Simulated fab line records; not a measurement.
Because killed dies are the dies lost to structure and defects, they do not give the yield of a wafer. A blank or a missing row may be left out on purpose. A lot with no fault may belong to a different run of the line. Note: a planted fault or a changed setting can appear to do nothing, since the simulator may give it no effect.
Chamber matching | flow gf180mcu | GF_PASSIVATION_CVD_02 on pecvd-02 has 3 sister chambers
The step deposits Si3N4, target thk 700 nm, time 486.18 s. 5 wafers are shown with their chamber, then 7 later ones without.

== EACH WAFER AND ITS CHAMBER ==
wafer  | chamber | heater_power_w (W)
L107.6 | 0       | 748
L109.2 | 2       | 722
L113.4 | 2       | 629
L115.2 | 1       | 678
L115.4 | 1       | 717

== WAFERS MISSING THEIR CHAMBER ==
wafer  | heater_power_w (W)
L115.5 | 723
L116.2 | 758
L116.3 | 653
L116.6 | 708
L119.2 | 748
L119.3 | 759
L119.6 | 794

== THE CHAMBER EACH PASSED THROUGH ==
wafer  | from the rows above          | in truth
L115.5 | can't be placed: 0 or 1 or 2 | 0
L116.2 | can't be placed: 0 or 1 or 2 | 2
L116.3 | can't be placed: 2 or 1 or 0 | 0
L116.6 | can't be placed: 1 or 2 or 0 | 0
L119.2 | can't be placed: 0 or 1 or 2 | 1
L119.3 | can't be placed: 0 or 1 or 2 | 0
L119.6 | can't be placed: 0 or 1 or 2 | 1
Correctly placed: 0 of 7. Can't be placed from these rows: 7 (the true chamber is among the candidates in 7). Wrongly placed: 0.
How it was worked out, from the rows above alone: a wafer's distance from a chamber is the root of the sum, over the readings, of the square of ((its reading less the chamber's mean) divided by the reading's scatter). The wafer belongs to the nearest chamber; if the next one is less than 2 further off, it can't be placed. For every chamber, the mean is computed from those of its wafers that are shown. How the scatter is found: for the shown wafers, subtract from each reading the mean of its chamber, square and add these, divide the total by (wafers less chambers), then take the root.
